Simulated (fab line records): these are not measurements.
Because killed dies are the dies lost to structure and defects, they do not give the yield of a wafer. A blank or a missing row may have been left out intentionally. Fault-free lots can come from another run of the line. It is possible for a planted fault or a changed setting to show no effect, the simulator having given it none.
A lot that was struck, set against a sound lot ; flow gf180mcu ; 14 out of 602 route steps
Sound: these wafers, L675.1, L675.2, L675.3. Wafers L669.1, L669.2, L669.5 were the ones struck. The cause is named last.
Per side, at each step with rows, come the tool, then ch with its chambers, and then its first start. Under that, the readings that differ: sound wafers ; struck wafers ; difference of the means ; sigmas: that difference in standard deviations of wafers without a fault.
alike: readings with means less than 2 such deviations apart, plus words and numbers identical on both sides. not compared: withheld readings, readings lacking a value on some wafer, bounds such as >300 that could conceal the same value, and numbers that have no deviation in the record and whose values overlap.
Wherever a step has rows on one side only, a row that says differs or no value, or a row with sigmas, the two part there. Non-overlapping numbers with no deviation appear without sigmas and do not part them. Lack of a reading on every wafer of one side parts them only where that side has two or more wafers.

GF_VT_IMPLANT_RS_MEAS_47: uses a four-point probe to measure.
  struck on film metro-02, day 9 16:44; sound on film metro-04, day 11 12:19
  alike: NWELL_RS
GF_VT_IMPLANT_RS_MEAS_48: uses a four-point probe to measure.
  struck on film metro-02, day 9 16:52; sound on film metro-04, day 11 12:26
  alike: LVPWELL_RS
GF_VT_IMPLANT_RS_MEAS_49: uses a four-point probe to measure.
  struck on film metro-02, day 9 16:59; sound on film metro-04, day 11 12:34
  alike: MVPSD_RS
then, 4 steps without rows for these wafers: GF_VT_IMPLANT_WET_ETCH_50 (etches SiO2 in dHF, target depth 20 nm, time 400 s); GF_DUAL_GATE_CLEAN_00 (cleans in SC1/SC2, time 150 s); GF_DUAL_GATE_CLEAN_01 (cleans in dHF, time 20 s); GF_DUAL_GATE_OXIDATION_02 (stabilise 600 s, purge 300 s, target thk 10.887 nm).
GF_DUAL_GATE_THK_MEAS_03:
  struck on film metro-01, day 9 21:01; sound on film metro-04, day 11 15:14
reading;sound;struck;difference;sigmas
DUAL_GATE_OXIDATION_00_THK (nm);11.39 11.34 11.55;10.79 10.55 10.60;-0.78;-3
then, 4 steps without rows for these wafers: GF_DUAL_GATE_DEHYDRATE_04 (time 60 s); GF_DUAL_GATE_HMDS_05 (prime time 60 s); GF_DUAL_GATE_COAT_06 (resist thk 1000 nm); GF_DUAL_GATE_SOFTBAKE_07 (time 60 s).
GF_DUAL_GATE_EXPOSE_08: exposes mask Dualgate, target cd 700 nm.
  sound on iline stepper-02 ch 0, day 12 00:10; struck on iline stepper-02, day 10 05:38
  no value came back on the struck wafers for exposure dose mJ cm2, focus offset nm (nm), sigma outer; on the sound wafers exposure dose mJ cm2 reads 139.99 139.83 139.89
  alike: mask
next, for these wafers, 1 step has no rows: GF_DUAL_GATE_PEB_09.

## WHERE THEY PART
Last at GF_DUAL_GATE_EXPOSE_08 as far as this record goes, first at GF_DUAL_GATE_THK_MEAS_03.

WHY: what had been put in by the simulator
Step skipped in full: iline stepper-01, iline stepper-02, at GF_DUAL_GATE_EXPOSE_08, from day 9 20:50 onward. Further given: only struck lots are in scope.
